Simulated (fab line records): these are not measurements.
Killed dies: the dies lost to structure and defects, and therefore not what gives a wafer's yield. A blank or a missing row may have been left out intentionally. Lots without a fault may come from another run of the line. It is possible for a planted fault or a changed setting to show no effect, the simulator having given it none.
What tool caused it? ; flow sky130 ; 11 lots, 33 wafers sampled, at 3 steps of a route of 708

## WHAT EACH GAUGE READ, for each wafer
SKY_SD_N_RS_MEAS_16: the measuring method here is four-point-probe.
lot;measured;on;SD_N_RS (ohm/sq)
L124;day 28 07:44;film metro-03;68.54 68.60 68.48
L125;day 29 12:43;film metro-01;68.66 68.72 68.56
L127;day 30 01:29;film metro-01;68.49 68.59 68.59
L128;day 30 01:55;film metro-04;68.50 68.44 68.51
L129;day 30 15:30;film metro-04;68.49 68.49 68.48
L135;day 31 22:31;film metro-01;67.44 67.65 67.70
L136;day 32 06:22;film metro-01;67.60 67.32 67.45
L142;day 34 03:44;film metro-04;68.35 68.50 68.23
L143;day 34 16:40;film metro-03;68.65 68.53 68.53
L145;day 34 17:04;film metro-04;68.60 68.64 68.56
L146;day 34 19:54;film metro-03;68.42 68.59 68.63

## EACH LOT AND THE TOOL THAT RAN IT (in order: tool; ch and the chambers of the sampled wafers; start)
lot;SKY_SD_N_IMPLANT_09;SKY_SD_N_STRIP_11
L124;implanter-04 ch 0, day 28 07:03;plasma asher-04 ch 0,1, day 28 07:21
L125;implanter-03 ch 0, day 29 12:01;plasma asher-03 ch 0,1, day 29 12:19
L127;implanter-04 ch 0, day 30 00:48;plasma asher-01 ch 0,1, day 30 01:05
L128;implanter-03 ch 0, day 30 01:05;plasma asher-03 ch 0,1, day 30 01:23
L129;implanter-01 ch 0, day 30 14:49;plasma asher-03 ch 0,1, day 30 15:07
L135;implanter-01 ch 0, day 31 21:48;plasma asher-01 ch 0,1, day 31 22:05
L136;implanter-01 ch 0, day 32 05:41;plasma asher-01 ch 1, day 32 05:58
L142;implanter-03 ch 0, day 34 03:03;plasma asher-04 ch 0, day 34 03:20
L143;implanter-04 ch 0, day 34 15:59;plasma asher-04 ch 0,1, day 34 16:16
L145;implanter-03 ch 0, day 34 16:23;plasma asher-03 ch 0,1, day 34 16:40
L146;implanter-04 ch 0, day 34 19:13;plasma asher-04 ch 0,1, day 34 19:31
- SKY_SD_N_IMPLANT_09
- SKY_SD_N_STRIP_11: strips in O2/N2.

## THE ANSWER, worked out from the rows above alone
Rule: what is usual is taken from the lots themselves. The widest of any qualifying gaps counts: lots, ordered by their means at a reading, are off when they make up no more than a third of the lots, leave a main group of 4 or more, and stand apart from it by 3 or more times the standard deviation of that group's means. Not used: any main group whose means are identical at the precision the tables above print for the reading. A lot without any number at a reading at which 4 lots or more have one is off too. Where the step has rows for the other lots, those lots are counted as sound.
Off: L135, L136, at SKY_SD_N_RS_MEAS_16 (SD_N_RS). Mean 68.53 ohm/sq and standard deviation 0.078 in the main group.
If a tool, at a process step before that reading, ran all the lots that are off and no sound lot after the first of them, it fits. Gauges at SKY_SD_N_RS_MEAS_16: tried the same way as those tools. Can't be told from this: 3 tools fit, implanter-01 at SKY_SD_N_IMPLANT_09, plasma asher-01 at SKY_SD_N_STRIP_11, film metro-01 at SKY_SD_N_RS_MEAS_16.

## WHAT WAS PUT IN BY THE SIMULATOR
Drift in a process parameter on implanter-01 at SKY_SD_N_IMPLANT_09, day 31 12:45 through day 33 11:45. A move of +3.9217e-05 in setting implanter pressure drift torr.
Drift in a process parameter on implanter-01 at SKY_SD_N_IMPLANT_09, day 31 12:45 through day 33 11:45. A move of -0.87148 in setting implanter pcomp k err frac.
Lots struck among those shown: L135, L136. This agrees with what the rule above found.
